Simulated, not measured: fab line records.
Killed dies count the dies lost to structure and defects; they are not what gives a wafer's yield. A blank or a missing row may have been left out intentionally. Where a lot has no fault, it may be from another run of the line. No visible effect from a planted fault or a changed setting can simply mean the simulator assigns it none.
The same fault as seen by 2 desks    flow sky130    what lay behind the numbers comes last; until then each desk has only its own

FROM THE METROLOGY DESK
What the gauges read, lot by lot, whatever tool the lot ran on: means of the sampled wafers that have a number. The brackets show how far a lot's mean lies from the usual mean; more than 4 standard deviations puts the lot out of limits, marked OUT.
Columns: A = VIA4_BOW at SKY_VIA4_BOW_MEAS_03, usual 79 um; B = VIA4_W_THK at SKY_VIA4_THK_MEAS_20, usual 501 nm
lot   first seen here  A   B
L961  day 41 12:52     95  488
L962  day 41 22:58     79  490
L964  day 43 08:55     81  511
L963  day 43 10:26     79  498
L966  day 43 11:50     92  507
L967  day 43 13:48     88  508
L969  day 43 22:05     76  494
L970  day 44 03:23     62  499
L972  day 45 02:46     86  503
L979  day 46 21:25     67  513
L982  day 47 08:38     87  498
L984  day 47 15:05     79  498
This desk's verdict: no lot among the 12 shows anything out of limits.

THE TOOL OWNER'S DESK: litho_track-04
The tool's own readings at SKY_METAL5_COAT_09 (resist thk 1800 nm): means of the sampled wafers that have a number, for each lot that ran on this tool. The brackets show how far a lot's mean lies from the usual mean; more than 4 standard deviations puts the lot out of limits, marked OUT.
Columns: A = spin_speed_rpm at SKY_METAL5_COAT_09, usual 2999.8 rpm
lot   first seen here  A
L961  day 43 01:25     2999.6
L967  day 45 00:13     3000.0
L970  day 45 12:04     3002.1
L972  day 46 10:52     2998.7
L979  day 48 04:16     3207.4 (+99 or more) OUT
L982  day 48 12:35     3204.8 (+99 or more) OUT
Finding of this desk: L979, L982 out of limits; the first was L979 at day 48 04:16, on spin_speed_rpm at SKY_METAL5_COAT_09. In limits: L961, L967, L970, L972.

PUT TOGETHER
On L979, L982, at day 48 04:16, an alarm was possible from the tool owner's desk.
The metrology desk saw nothing out of limits.
The metrology desk has L979, L982 on record, within its limits.
SKY_METAL5_COAT_09 was run on litho_track-04 by each of the lots named.

WHAT THE SIMULATOR HAD INSERTED
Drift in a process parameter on litho_track-04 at SKY_METAL5_COAT_09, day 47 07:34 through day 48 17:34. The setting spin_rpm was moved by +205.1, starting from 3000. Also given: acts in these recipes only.
Lots struck among those shown: L979, L982.
How many hours passed from the start of the fault until each desk's first out-of-limits reading: the tool owner's desk, 21.
